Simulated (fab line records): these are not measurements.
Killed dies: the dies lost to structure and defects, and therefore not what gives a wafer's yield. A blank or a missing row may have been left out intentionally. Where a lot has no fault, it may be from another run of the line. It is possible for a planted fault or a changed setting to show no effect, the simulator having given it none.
Check of tool commonality || flow sky130 || 13 lots, 39 wafers sampled

WHY THIS WAS OPENED
Of 13 lots, 1 have the reading LDD_HVN_TW flagged at SKY_LDD_HVN_TW_MEAS_10. Fault-free wafers read 1437, with a standard deviation of 14.
Rule: a lot is flagged in two cases, either no wafer of it has a number, or all its wafers with numbers fall more than 4 standard deviations from that mean. As for the other lots, they are considered sound.

{"lot": "L272", "measured": "day 20 08:02", "on": "film metro-01", "LDD_HVN_TW, wafer by wafer": "1434 1435 1435", "flag": ""}
{"lot": "L274", "measured": "day 21 02:56", "on": "film metro-01", "LDD_HVN_TW, wafer by wafer": "1434 1446 1446", "flag": ""}
{"lot": "L278", "measured": "day 23 05:12", "on": "film metro-04", "LDD_HVN_TW, wafer by wafer": "1448 1453 1451", "flag": ""}
{"lot": "L279", "measured": "day 23 09:26", "on": "film metro-04", "LDD_HVN_TW, wafer by wafer": "1449 1444 1439", "flag": ""}
{"lot": "L280", "measured": "day 23 14:14", "on": "film metro-01", "LDD_HVN_TW, wafer by wafer": "1442 1439 1446", "flag": ""}
{"lot": "L281", "measured": "day 23 18:43", "on": "film metro-01", "LDD_HVN_TW, wafer by wafer": "1439 1443 1435", "flag": ""}
{"lot": "L282", "measured": "day 24 02:20", "on": "film metro-01", "LDD_HVN_TW, wafer by wafer": "1431 1435 1437", "flag": ""}
{"lot": "L283", "measured": "day 24 22:58", "on": "film metro-04", "LDD_HVN_TW, wafer by wafer": "1446 1441 1446", "flag": ""}
{"lot": "L285", "measured": "day 25 16:39", "on": "film metro-04", "LDD_HVN_TW, wafer by wafer": "1454 1442 1449", "flag": ""}
{"lot": "L287", "measured": "day 26 03:11", "on": "film metro-04", "LDD_HVN_TW, wafer by wafer": "533 533 532", "flag": "FLAGGED"}
{"lot": "L293", "measured": "day 27 20:26", "on": "film metro-01", "LDD_HVN_TW, wafer by wafer": "1455 1445 1452", "flag": ""}
{"lot": "L294", "measured": "day 28 02:41", "on": "film metro-02", "LDD_HVN_TW, wafer by wafer": "1422 1418 1426", "flag": ""}
{"lot": "L295", "measured": "day 28 16:27", "on": "film metro-01", "LDD_HVN_TW, wafer by wafer": "1439 1435 1432", "flag": ""}
The mean of the flagged lots' numbers is 533, -904 from the usual (-65 standard deviations).

EACH LOT AND THE TOOL IT RAN ON
Before the reading, the record contains 4 process steps out of a 708-step route. Read each cell as the tool, then ch plus the chambers that the sampled wafers visited, then the start.
{"lot": "L272", "flag": "", "SKY_POLY_GATE_ETCH_17": "rie si-02 ch 0,3, day 16 11:11", "SKY_LDD_N_STRIP_16": "plasma asher-03 ch 0,1, day 17 18:21", "SKY_LDD_P_STRIP_10": "plasma asher-04 ch 0,1, day 19 00:50", "SKY_LDD_HVN_STRIP_09": "plasma asher-02 ch 0,1, day 20 07:56"}
{"lot": "L274", "flag": "", "SKY_POLY_GATE_ETCH_17": "rie si-01 ch 1,2,3, day 17 05:04", "SKY_LDD_N_STRIP_16": "plasma asher-02 ch 0,1, day 18 13:44", "SKY_LDD_P_STRIP_10": "plasma asher-01 ch 0,1, day 19 20:33", "SKY_LDD_HVN_STRIP_09": "plasma asher-04 ch 0,1, day 21 02:50"}
{"lot": "L278", "flag": "", "SKY_POLY_GATE_ETCH_17": "rie si-02 ch 1,2, day 18 23:57", "SKY_LDD_N_STRIP_16": "plasma asher-03 ch 0,1, day 20 16:16", "SKY_LDD_P_STRIP_10": "plasma asher-03 ch 0,1, day 21 22:47", "SKY_LDD_HVN_STRIP_09": "plasma asher-04 ch 0,1, day 23 05:07"}
{"lot": "L279", "flag": "", "SKY_POLY_GATE_ETCH_17": "rie si-02 ch 0,1,2, day 19 09:13", "SKY_LDD_N_STRIP_16": "plasma asher-03 ch 0,1, day 20 20:08", "SKY_LDD_P_STRIP_10": "plasma asher-03 ch 0, day 22 03:00", "SKY_LDD_HVN_STRIP_09": "plasma asher-02 ch 0, day 23 09:20"}
{"lot": "L280", "flag": "", "SKY_POLY_GATE_ETCH_17": "rie si-01 ch 1,3, day 19 13:25", "SKY_LDD_N_STRIP_16": "plasma asher-03 ch 0,1, day 21 00:44", "SKY_LDD_P_STRIP_10": "plasma asher-03 ch 0, day 22 07:27", "SKY_LDD_HVN_STRIP_09": "plasma asher-04 ch 0, day 23 14:07"}
{"lot": "L281", "flag": "", "SKY_POLY_GATE_ETCH_17": "rie si-02 ch 0,1, day 19 20:56", "SKY_LDD_N_STRIP_16": "plasma asher-01 ch 0,1, day 21 06:03", "SKY_LDD_P_STRIP_10": "plasma asher-04 ch 0,1, day 22 12:30", "SKY_LDD_HVN_STRIP_09": "plasma asher-01 ch 0,1, day 23 18:37"}
{"lot": "L282", "flag": "", "SKY_POLY_GATE_ETCH_17": "rie si-02 ch 0,2, day 20 05:44", "SKY_LDD_N_STRIP_16": "plasma asher-03 ch 0,1, day 21 14:53", "SKY_LDD_P_STRIP_10": "plasma asher-03 ch 0,1, day 22 21:03", "SKY_LDD_HVN_STRIP_09": "plasma asher-04 ch 0,1, day 24 02:13"}
{"lot": "L283", "flag": "", "SKY_POLY_GATE_ETCH_17": "rie si-01 ch 0,3, day 21 02:09", "SKY_LDD_N_STRIP_16": "plasma asher-03 ch 0,1, day 22 11:34", "SKY_LDD_P_STRIP_10": "plasma asher-01 ch 0,1, day 23 17:41", "SKY_LDD_HVN_STRIP_09": "plasma asher-01 ch 0,1, day 24 22:53"}
{"lot": "L285", "flag": "", "SKY_POLY_GATE_ETCH_17": "rie si-01 ch 1,2,3, day 21 20:18", "SKY_LDD_N_STRIP_16": "plasma asher-03 ch 0,1, day 23 05:02", "SKY_LDD_P_STRIP_10": "plasma asher-04 ch 0,1, day 24 10:45", "SKY_LDD_HVN_STRIP_09": "plasma asher-04 ch 0,1, day 25 16:33"}
{"lot": "L287", "flag": "FLAGGED", "SKY_POLY_GATE_ETCH_17": "rie si-01 ch 1,2,3, day 22 05:47", "SKY_LDD_N_STRIP_16": "plasma asher-02 ch 0,1, day 23 14:43", "SKY_LDD_P_STRIP_10": "plasma asher-04 ch 0,1, day 24 21:05", "SKY_LDD_HVN_STRIP_09": "plasma asher-04 ch 0,1, day 26 03:05"}
{"lot": "L293", "flag": "", "SKY_POLY_GATE_ETCH_17": "rie si-01 ch 0,2,3, day 24 01:00", "SKY_LDD_N_STRIP_16": "plasma asher-02 ch 0,1, day 25 09:29", "SKY_LDD_P_STRIP_10": "plasma asher-01 ch 0,1, day 26 14:57", "SKY_LDD_HVN_STRIP_09": "plasma asher-01 ch 0,1, day 27 20:20"}
{"lot": "L294", "flag": "", "SKY_POLY_GATE_ETCH_17": "rie si-02 ch 0,1,3, day 24 07:58", "SKY_LDD_N_STRIP_16": "plasma asher-02 ch 0,1, day 25 16:24", "SKY_LDD_P_STRIP_10": "plasma asher-01 ch 0,1, day 26 21:36", "SKY_LDD_HVN_STRIP_09": "plasma asher-01 ch 0,1, day 28 02:35"}
{"lot": "L295", "flag": "", "SKY_POLY_GATE_ETCH_17": "rie si-01 ch 1,2,3, day 24 20:47", "SKY_LDD_N_STRIP_16": "plasma asher-01 ch 0,1, day 26 06:56", "SKY_LDD_P_STRIP_10": "plasma asher-03 ch 0,1, day 27 12:29", "SKY_LDD_HVN_STRIP_09": "plasma asher-04 ch 0,1, day 28 16:22"}
What these steps do:
- SKY_POLY_GATE_ETCH_17: etches poly-Si in HBr/Cl2, stops on SiO2, target depth 180 nm, time 70.5 s.
- SKY_LDD_N_STRIP_16: strips in O2/N2.
- SKY_LDD_P_STRIP_10: strips in O2/N2.
- SKY_LDD_HVN_STRIP_09: strips in O2/N2.
- SKY_LDD_HVN_TW_MEAS_10

FLAGGED AGAINST TOTAL, ONE TOOL AT A TIME (gauges that did the reading follow at the end)
{"step": "SKY_POLY_GATE_ETCH_17", "tool": "rie si-01", "lots run": 7, "flagged": 1, "share of the flagged lots": "all", "sound lots run after its first flagged lot": "2 (L293,L295)"}
{"step": "SKY_POLY_GATE_ETCH_17", "tool": "rie si-02", "lots run": 6, "flagged": 0, "share of the flagged lots": "none", "sound lots run after its first flagged lot": "-"}
{"step": "SKY_LDD_N_STRIP_16", "tool": "plasma asher-01", "lots run": 2, "flagged": 0, "share of the flagged lots": "none", "sound lots run after its first flagged lot": "-"}
{"step": "SKY_LDD_N_STRIP_16", "tool": "plasma asher-02", "lots run": 4, "flagged": 1, "share of the flagged lots": "all", "sound lots run after its first flagged lot": "2 (L293,L294)"}
{"step": "SKY_LDD_N_STRIP_16", "tool": "plasma asher-03", "lots run": 7, "flagged": 0, "share of the flagged lots": "none", "sound lots run after its first flagged lot": "-"}
{"step": "SKY_LDD_P_STRIP_10", "tool": "plasma asher-01", "lots run": 4, "flagged": 0, "share of the flagged lots": "none", "sound lots run after its first flagged lot": "-"}
{"step": "SKY_LDD_P_STRIP_10", "tool": "plasma asher-03", "lots run": 5, "flagged": 0, "share of the flagged lots": "none", "sound lots run after its first flagged lot": "-"}
{"step": "SKY_LDD_P_STRIP_10", "tool": "plasma asher-04", "lots run": 4, "flagged": 1, "share of the flagged lots": "all", "sound lots run after its first flagged lot": 0}
{"step": "SKY_LDD_HVN_STRIP_09", "tool": "plasma asher-01", "lots run": 4, "flagged": 0, "share of the flagged lots": "none", "sound lots run after its first flagged lot": "-"}
{"step": "SKY_LDD_HVN_STRIP_09", "tool": "plasma asher-02", "lots run": 2, "flagged": 0, "share of the flagged lots": "none", "sound lots run after its first flagged lot": "-"}
{"step": "SKY_LDD_HVN_STRIP_09", "tool": "plasma asher-04", "lots run": 7, "flagged": 1, "share of the flagged lots": "all", "sound lots run after its first flagged lot": "1 (L295)"}
{"step": "SKY_LDD_HVN_TW_MEAS_10", "tool": "film metro-01", "lots run": 7, "flagged": 0, "share of the flagged lots": "none", "sound lots run after its first flagged lot": "-"}
{"step": "SKY_LDD_HVN_TW_MEAS_10", "tool": "film metro-02", "lots run": 1, "flagged": 0, "share of the flagged lots": "none", "sound lots run after its first flagged lot": "-"}
{"step": "SKY_LDD_HVN_TW_MEAS_10", "tool": "film metro-04", "lots run": 5, "flagged": 1, "share of the flagged lots": "all", "sound lots run after its first flagged lot": 0}

WHAT THE TABLE ALLOWS
5 rows of the table ran every flagged lot: rie si-01 at SKY_POLY_GATE_ETCH_17, plasma asher-02 at SKY_LDD_N_STRIP_16, plasma asher-04 at SKY_LDD_P_STRIP_10, plasma asher-04 at SKY_LDD_HVN_STRIP_09, film metro-04 at SKY_LDD_HVN_TW_MEAS_10.
- rie si-01 at SKY_POLY_GATE_ETCH_17: 1 of its 7 lots flagged. After the first flagged lot (L293, L295), sound lots still ran on it; a lasting fault on the whole tool would not permit that.
- plasma asher-02 at SKY_LDD_N_STRIP_16: 1 of its 4 lots flagged. After the first flagged lot (L293, L294), sound lots still ran on it; a lasting fault on the whole tool would not permit that.
- plasma asher-04 at SKY_LDD_P_STRIP_10: 1 of its 4 lots flagged. Last sound lot L285 at day 24 10:45, first flagged lot L287 at day 24 21:05; a fault beginning in between fits. Its own readings (oes product au) fall more than 4 standard deviations out on all wafers of the flagged lots.
- plasma asher-04 at SKY_LDD_HVN_STRIP_09: 1 of its 7 lots flagged. After the first flagged lot (L295), sound lots still ran on it; a lasting fault on the whole tool would not permit that. Its own readings (oes product au, strip time to endpoint s) fall more than 4 standard deviations out on all wafers of the flagged lots.
- film metro-04 at SKY_LDD_HVN_TW_MEAS_10: 1 of its 5 lots flagged. Last sound lot L285 at day 25 16:39, first flagged lot L287 at day 26 03:11; a fault beginning in between fits.
A lot count leaves these 2 tools indistinguishable: every one of them fits a fault beginning at some hour. More lots, or a look at what each step does to the wafer, might.

WHAT THE SIMULATOR HAD INSERTED
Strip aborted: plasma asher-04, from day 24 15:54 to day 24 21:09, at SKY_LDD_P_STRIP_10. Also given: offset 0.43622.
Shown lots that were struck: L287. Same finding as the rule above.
